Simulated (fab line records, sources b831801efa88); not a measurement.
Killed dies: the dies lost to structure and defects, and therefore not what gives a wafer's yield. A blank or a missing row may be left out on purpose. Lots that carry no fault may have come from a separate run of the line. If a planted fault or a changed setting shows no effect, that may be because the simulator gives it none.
The same fault as seen by 2 desks	flow gf180mcu	every desk sees just its own numbers, and what lay behind them comes last

## AT THE METROLOGY DESK
Means of the sampled wafers that have a number, per lot and without regard to the tool the lot ran on: this is what the gauges read. A lot is out of limits, marked OUT, if its mean lies more than 4 standard deviations from the usual mean; the brackets give that distance.
Columns: A = V2_W_RS at GF_V2_RS_MEAS_24, usual 0.328 ohm/sq; B = M3_ALCU_THK at GF_M3_THK_MEAS_06, usual 449 nm
lot	first seen here	A	B
L295	day 20 03:58	0.330	453
L298	day 21 10:34	0.332	444
L299	day 21 23:12	0.324	452
L300	day 22 05:59	0.326	451
L302	day 23 05:01	0.327	453
L304	day 23 22:01	0.325	456
L305	day 24 06:17	0.326	458
L312	day 26 08:27	0.335	450
L316	day 27 18:13	0.331	454
L317	day 27 21:01	0.330	450
L318	day 27 23:00	0.332	449
This desk's finding: nothing out of limits on any of the 11 lots.

## FOR THE TOOL OWNER'S DESK: pvd-sputter-04
The tool's own readings at GF_M3_SPUTTER_04 (material TiN, target thk 50 nm, time 41.7 s): means of the sampled wafers that have a number, for each lot that ran on this tool. A lot is out of limits, marked OUT, if its mean lies more than 4 standard deviations from the usual mean; the brackets give that distance.
Columns: A = throttle-valve-pct at GF_M3_SPUTTER_04, usual 30.2 %
lot	first seen here	A
L299	day 21 23:52	30.1
L300	day 22 06:37	29.4
L302	day 23 05:54	29.1
L304	day 23 22:40	29.4
L305	day 24 06:55	29.2
L317	day 27 21:39	29.0
This desk's finding: nothing out of limits on any of the 6 lots.

## PUT TOGETHER
Metrology desk: nothing out of limits seen.
Nothing out of limits was seen by the tool owner's desk.

## WHAT THE SIMULATOR HAD PUT IN
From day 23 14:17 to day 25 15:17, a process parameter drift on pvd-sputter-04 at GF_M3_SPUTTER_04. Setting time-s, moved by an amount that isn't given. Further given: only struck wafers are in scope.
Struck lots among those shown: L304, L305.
